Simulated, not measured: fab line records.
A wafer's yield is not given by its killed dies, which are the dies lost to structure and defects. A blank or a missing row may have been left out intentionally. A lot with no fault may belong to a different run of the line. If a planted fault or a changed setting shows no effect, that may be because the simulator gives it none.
Code-filled problem report in 8D (eight disciplines) form    flow sky130    the parts of the form that need people (team, actions taken, sign-off) are left out

## 1. THE PROBLEM
killed at front end at SKY_PAD_OPEN_PROBE_99 reads a mean of 62 on 2 wafers of 2 lots; wafers without a fault read 15 with a standard deviation of 4.5. That is +10 standard deviations from the usual mean.
First observed at day 48 01:46: wafer L660.3, on prober-01. The record holds 18 wafers of 6 lots with a number at this step. Rule for "out", or "out of limits": more than 4 standard deviations from the usual mean. Any other wafer with a number is counted as sound.

## 2. WHAT IT IS, AND WHAT IT ISN'T
question                     is                                is not
which readings at this step  killed at front end, killed dies  killed_at_M0_to_M3, killed at contacts, killed at other, killed open, killed short
which lots                   L660, L662                        L653, L655, L667, L670
which wafers of those lots   L660.3, L662.2                    L660.2, L660.5, L662.1, L662.5
read on which tools          prober-01                         prober-02
when                         from day 48 01:46                 up to then (7 sound wafers); but 9 sound wafers of L660, L662, L667, L670 came after

## 3. WHAT RULES OUT EACH SUSPECT
Counting: if a tool at a process step up to the reading ran every lot that is out, it stays a suspect. Sound lots after the first of them don't rule it out here, since some wafers of a struck lot are sound.
- rie diel-03 at SKY_POLY_GATE_ETCH_15 (etches BARC in N2/H2, stops on SiO2, time 118.5 s, target depth 110 nm): kept. Every lot that is out went through it, the first being L660 (day 19 22:46); the last sound lot it ran before that was L655 (day 17 22:46).
- rie diel-03 at SKY_POLY_GATE_ETCH_16 (etches Si3N4 in CH3F/O2, stops on poly-Si, time 147.5 s, target depth 75 nm): kept. Every lot that is out went through it, the first being L660 (day 19 22:51); the last sound lot it ran before that was L655 (day 17 22:50).
- plasma asher-03 at SKY_POLY_GATE_STRIP_18 (strips in O2/N2): kept. It ran every lot that is out, first L660 (day 19 23:00).
- prober-01 at SKY_PAD_OPEN_PROBE_99: kept. It ran every lot that is out, first L660 (day 48 01:43). Out on those wafers are its own readings of killed at front end, killed dies.
- Within rie diel-03 at SKY_POLY_GATE_ETCH_15: the wafers that are out ran in chamber 2; their sound lot-mates ran in chambers 0, 3.
- Within rie diel-03 at SKY_POLY_GATE_ETCH_16: the wafers that are out ran in chamber 2; their sound lot-mates ran in chambers 0, 3.
Left after counting: rie diel-03 at SKY_POLY_GATE_ETCH_15, rie diel-03 at SKY_POLY_GATE_ETCH_16, plasma asher-03 at SKY_POLY_GATE_STRIP_18, prober-01 at SKY_PAD_OPEN_PROBE_99.

## 4. THE CAUSE (what the simulator had put in)
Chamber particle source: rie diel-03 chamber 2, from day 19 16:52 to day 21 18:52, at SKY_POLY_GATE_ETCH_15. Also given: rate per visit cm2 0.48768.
Counting leaves 4 suspects; this tool is one of them.

## 5. SEQUENCE OF EFFECTS, ordered by route
One row per reading whose mean, taken over the struck wafers that have a number, lies over 3 standard deviations from the usual. Only readings whose record carries a usual standard deviation are examined. hours: median over the lots of the time between each lot's start at the first step of this table that gives one and its start at this step. sigmas: the change, counted in usual standard deviations.
hours  step                   reading              usual  on struck wafers  change  sigmas
0      SKY_PAD_OPEN_PROBE_99  killed at front end  15     62                +46     +10
0      SKY_PAD_OPEN_PROBE_99  killed dies          85     130               +45     +4.7
Here are the process steps it includes:
- SKY_PAD_OPEN_PROBE_99

## 6. HOW IT WOULD HAVE BEEN CAUGHT EARLIER
681 hours passed between the start of the fault at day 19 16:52 and the first reading out of limits in this record, taken at day 48 01:46.
An alarm limit of 4 standard deviations would not have fired on the tool readings at SKY_POLY_GATE_ETCH_15 for which the record gives a usual standard deviation, since none of them was out on any struck wafer.
By day 48 01:46 the whole set of lots that are out, 2 in number, had already begun SKY_POLY_GATE_ETCH_15 on rie diel-03. Holding the tool at that point would not have protected any of them.
